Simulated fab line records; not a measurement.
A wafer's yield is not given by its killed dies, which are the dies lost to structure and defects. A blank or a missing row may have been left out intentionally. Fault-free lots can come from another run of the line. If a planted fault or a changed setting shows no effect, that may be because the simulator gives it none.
What tool caused it? ; flow sky130 ; Sampling: 14 lots, 42 wafers, 6 of 708 route steps

WHAT EACH GAUGE READ, for each wafer
SKY_CONTACT_THK_MEAS_26: measures by xrf.
lot;measured;on;CONTACT_W_THK (nm)
L898;day 31 10:20;filmMetro-02;346 343 354
L899;day 31 20:40;filmMetro-02;347 350 344
L901;day 32 08:32;filmMetro-02;357 350 353
L902;day 32 17:02;filmMetro-03;332 342 339
L903;day 33 07:41;filmMetro-01;336 335 331
L904;day 33 10:26;filmMetro-01;340 345 343
L906;day 33 21:47;filmMetro-02;354 344 351
L907;day 34 14:33;filmMetro-02;355 359 347
L910;day 35 14:20;filmMetro-02;353 352 353
L912;day 36 04:19;filmMetro-01;340 343 348
L913;day 37 22:08;filmMetro-03;349 349 352
L914;day 37 23:55;filmMetro-01;344 343 343
L920;day 38 08:06;filmMetro-02;358 358 358
L921;day 38 17:16;filmMetro-02;351 353 354

SKY_VIA1_CD_MEAS_12: the cd target is 150 nm.
lot;measured;on;cdNm (nm)
L898;day 33 18:07;cdSem-02;150.6 149.6 149.6
L899;day 34 03:57;cdSem-01;150.4 149.5 150.2
L901;day 34 15:19;cdSem-01;149.0 148.1 149.0
L902;day 35 00:15;cdSem-01;151.2 151.0 151.3
L903;day 35 14:17;cdSem-01;145.0 147.8 145.0
L904;day 35 17:20;cdSem-02;149.7 150.1 149.1
L906;day 36 04:47;cdSem-02;149.7 149.8 149.7
L907;day 36 21:55;cdSem-02;150.2 150.8 149.5
L910;day 37 18:47;cdSem-01;148.4 149.6 151.0
L912;day 38 06:28;cdSem-01;149.4 148.2 147.5
L913;day 39 22:52;cdSem-02;150.5 149.0 149.2
L914;day 40 03:18;cdSem-02;152.3 151.4 152.0
L920;day 40 11:39;cdSem-01;149.6 149.7 149.0
L921;day 40 19:25;cdSem-02;149.7 149.1 149.7

SKY_VIA1_RS_MEAS_22: the measuring method here is four-point-probe.
lot;measured;on;VIA1_W_RS (ohm/sq)
L898;day 33 19:06;filmMetro-01;0.424 0.420 0.433
L899;day 34 04:59;filmMetro-03;0.431 0.432 0.431
L901;day 34 16:19;filmMetro-01;0.422 0.425 0.427
L902;day 35 01:20;filmMetro-03;0.419 0.422 0.420
L903;day 35 15:25;filmMetro-01;0.417 0.415 0.422
L904;day 35 18:20;filmMetro-01;0.427 0.429 0.421
L906;day 36 05:47;filmMetro-03;0.421 0.429 0.427
L907;day 36 22:55;filmMetro-01;0.421 0.422 0.429
L910;day 37 19:47;filmMetro-03;0.422 0.426 0.418
L912;day 38 07:28;filmMetro-03;0.417 0.424 0.419
L913;day 39 23:52;filmMetro-04;58.639 56.478 56.313
L914;day 40 04:20;filmMetro-04;59.769 58.414 59.594
L920;day 40 12:47;filmMetro-03;0.427 0.422 0.426
L921;day 40 20:26;filmMetro-04;0.427 0.431 0.431

SKY_VIA1_THK_MEAS_23: measures by xrf.
lot;measured;on;VIA1_W_THK (nm)
L898;day 33 19:13;filmMetro-01;272 275 265
L899;day 34 05:07;filmMetro-03;268 266 266
L901;day 34 16:25;filmMetro-01;275 272 272
L902;day 35 01:26;filmMetro-03;276 273 275
L903;day 35 15:32;filmMetro-01;276 277 273
L904;day 35 18:26;filmMetro-01;270 269 274
L906;day 36 05:53;filmMetro-03;273 267 270
L907;day 36 23:00;filmMetro-01;274 274 268
L910;day 37 19:53;filmMetro-03;276 274 277
L912;day 38 07:35;filmMetro-03;279 272 277
L913;day 39 23:59;filmMetro-04;<0 <0 <0
L914;day 40 04:26;filmMetro-04;<0 <0 <0
L920;day 40 12:54;filmMetro-03;272 275 271
L921;day 40 20:33;filmMetro-04;266 264 265

WHAT TOOL EACH LOT RAN ON (gives the tool, then ch and the chambers of the sampled wafers, and finally the start)
lot;SKY_VIA1_STRIP_16;SKY_VIA1_CVD_21
L898;plasmaAsher-01 ch 0,1, day 33 18:21;cvdW-02 ch 0,1, day 33 19:01
L899;plasmaAsher-03 ch 0,1, day 34 04:14;cvdW-01 ch 0,1, day 34 04:53
L901;plasmaAsher-03 ch 0,1, day 34 15:33;cvdW-02 ch 0, day 34 16:12
L902;plasmaAsher-03 ch 0,1, day 35 00:29;cvdW-01 ch 0, day 35 01:10
L903;plasmaAsher-03 ch 0,1, day 35 14:33;cvdW-02 ch 1, day 35 15:14
L904;plasmaAsher-03 ch 0,1, day 35 17:35;cvdW-01 ch 0,1, day 35 18:14
L906;plasmaAsher-04 ch 0,1, day 36 05:02;cvdW-01 ch 0,1, day 36 05:41
L907;plasmaAsher-01 ch 0,1, day 36 22:08;cvdW-01 ch 0,1, day 36 22:47
L910;plasmaAsher-04 ch 0,1, day 37 19:01;cvdW-02 ch 1, day 37 19:40
L912;plasmaAsher-03 ch 0,1, day 38 06:43;cvdW-01 ch 0,1, day 38 07:22
L913;plasmaAsher-01 ch 0,1, day 39 23:06;cvdW-01 ch 0, day 39 23:46
L914;plasmaAsher-01 ch 0,1, day 40 03:32;cvdW-02 ch 0,1, day 40 04:14
L920;plasmaAsher-03 ch 0,1, day 40 11:53;cvdW-01 ch 0,1, day 40 12:41
L921;plasmaAsher-01 ch 0,1, day 40 19:39;cvdW-01 ch 0,1, day 40 20:20
- SKY_VIA1_STRIP_16: strips in O2/N2.
- SKY_VIA1_CVD_21: deposits W, target thk 270 nm, time 80.902 s.

AS READ BY THE TOOLS THEMSELVES (means over the sampled wafers that have a number; for cases with no such wafer, the mark the record gives instead)
SKY_VIA1_STRIP_16.
lot;tool;drypumpMotorCurrentA (A);oesProductAu (a.u.);stripTimeToEndpointS (s)
L898;plasmaAsher-01;5.3;0.411;4.451
L899;plasmaAsher-03;5.2;0.416;4.480
L901;plasmaAsher-03;5.5;0.418;4.453
L902;plasmaAsher-03;5.5;0.414;4.417
L903;plasmaAsher-03;5.2;0.417;4.481
L904;plasmaAsher-03;5.5;0.416;4.452
L906;plasmaAsher-04;5.5;0.415;4.478
L907;plasmaAsher-01;5.3;0.416;4.470
L910;plasmaAsher-04;5.5;0.415;4.459
L912;plasmaAsher-03;5.2;0.411;4.400
L913;plasmaAsher-01;5.3;0.416;4.438
L914;plasmaAsher-01;5.3;0.416;4.462
L920;plasmaAsher-03;5.2;0.415;4.496
L921;plasmaAsher-01;5.3;0.414;4.463

SKY_VIA1_CVD_21.
lot;tool;chamberPressureTorr (Torr);heaterPowerOuterW (W);heaterPowerW (W)
L898;cvdW-02;40.06;581;929
L899;cvdW-01;39.97;524;819
L901;cvdW-02;39.99;587;895
L902;cvdW-01;40.05;505;801
L903;cvdW-02;40.08;573;933
L904;cvdW-01;39.95;524;827
L906;cvdW-01;40.05;532;819
L907;cvdW-01;40.04;540;822
L910;cvdW-02;39.98;580;957
L912;cvdW-01;40.00;515;832
L913;cvdW-01;-;-;-
L914;cvdW-02;-;-;-
L920;cvdW-01;39.99;534;823
L921;cvdW-01;39.97;521;824

THE ANSWER, worked out from the rows above alone
Rule: the usual values come from the lots themselves. Put in order of their means at a reading, lots are off if they are a third of the lots or fewer, leave a main group of 4 or more, and stand apart from it by a gap of 3 or more times the standard deviation of the main group's means; of several such gaps the widest counts. If all means in a main group match to the digits the tables above print for the reading, that group is not used. A lot without any number at a reading at which 4 lots or more have one is off too. Any other lot the step has rows for is counted as sound. The gauges are gone through in route order, then the tools' own readings, and for those a lot's mean is taken as printed above. At the first step where some lot is off, the reading lying furthest off is the one used; lots without a number count as furthest.
Off: at SKY_VIA1_RS_MEAS_22 (VIA1_W_RS), L913, L914. The main group has a mean of 0.424 ohm/sq with a standard deviation of 0.0037.
A tool fits if, at a process step before that reading, it ran every lot that is off, and no sound lot after the first of them. Not tried: the gauges at SKY_VIA1_RS_MEAS_22; whatever is off there is also off at SKY_VIA1_CVD_21, on other tools, and gauge error can't account for it. None of those tried fits.

WHAT THE SIMULATOR PUT IN
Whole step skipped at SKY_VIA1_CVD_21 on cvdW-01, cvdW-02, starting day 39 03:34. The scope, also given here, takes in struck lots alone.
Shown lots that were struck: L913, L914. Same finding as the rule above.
